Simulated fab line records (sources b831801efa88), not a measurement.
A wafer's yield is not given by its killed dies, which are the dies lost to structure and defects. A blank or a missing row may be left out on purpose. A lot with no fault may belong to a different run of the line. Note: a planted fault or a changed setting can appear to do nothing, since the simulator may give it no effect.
One fault through the eyes of 2 desks ; flow sky130 ; what lay behind the numbers comes last; until then each desk has only its own

== THE TOOL OWNER'S DESK: rie metal-03 ==
The tool's own readings at SKY_LOCAL_INTERCONNECT_METAL_ETCH_14 (etches TiN in Cl2/BCl3, stops on PSG, target depth 110 nm, time 31.4 s): means of the sampled wafers that have a number, for each lot that ran on this tool. Any lot whose mean is over 4 standard deviations away from the usual mean is out of limits and marked OUT; that distance is given in the brackets.
Columns: A = bcl3 flow sccm at SKY_LOCAL_INTERCONNECT_METAL_ETCH_14, usual 30.00 sccm; B = drypump motor current A at SKY_LOCAL_INTERCONNECT_METAL_ETCH_14, usual 6.28 A; C = oes product au at SKY_LOCAL_INTERCONNECT_METAL_ETCH_14, usual 0.943 a.u.; D = rf fwd power W at SKY_LOCAL_INTERCONNECT_METAL_ETCH_14, usual 888 W; E = throttle valve pct at SKY_LOCAL_INTERCONNECT_METAL_ETCH_14, usual 21.900 %
lot;first seen here;A;B;C;D;E
L666;day 33 08:11;29.98;5.79;0.905 (-4.4) OUT;887;21.922
L668;day 33 12:32;29.93;6.03;0.907 (-4.2) OUT;887;21.917
L679;day 36 23:45;30.01;6.55;0.943;891;21.902
This desk's finding: out of limits on L666, L668; first on L666, day 33 08:11 (oes product au at SKY_LOCAL_INTERCONNECT_METAL_ETCH_14). In limits: L679.

== AT THE METROLOGY DESK ==
What the gauges read, lot by lot, whatever tool the lot ran on: means of the sampled wafers that have a number. Any lot whose mean is over 4 standard deviations away from the usual mean is out of limits and marked OUT; that distance is given in the brackets.
Columns: A = cd nm at SKY_CONTACT_CD_MEAS_14, usual 169.7 nm
lot;first seen here;A
L658;day 31 06:11;170.8
L659;day 31 19:55;169.6
L661;day 33 14:49;168.5
L666;day 34 10:18;171.8
L668;day 34 16:32;169.8
L671;day 35 17:41;170.0
L673;day 35 20:07;169.3
L674;day 36 00:58;170.8
L675;day 36 01:46;170.6
L676;day 36 20:53;171.5
L678;day 38 02:17;169.1
L680;day 38 03:07;169.0
L679;day 38 03:14;171.0
L681;day 38 05:28;170.1
This desk found nothing out of limits on any of the 14 lots.

== BROUGHT TOGETHER ==
The tool owner's desk could have raised an alarm at day 33 08:11, on L666, L668.
Metrology desk: nothing out of limits seen.
The metrology desk holds a record of L666, L668, inside its limits.
On rie metal-03, each named lot ran SKY_LOCAL_INTERCONNECT_METAL_ETCH_14.

== WHAT WAS PUT IN BY THE SIMULATOR ==
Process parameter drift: rie metal-03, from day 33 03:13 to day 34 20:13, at SKY_LOCAL_INTERCONNECT_METAL_ETCH_14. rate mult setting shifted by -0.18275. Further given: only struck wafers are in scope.
Struck lots among those shown: L666, L668.
Delay in hours, fault start to first out-of-limits reading, by desk: the tool owner's desk at 5.
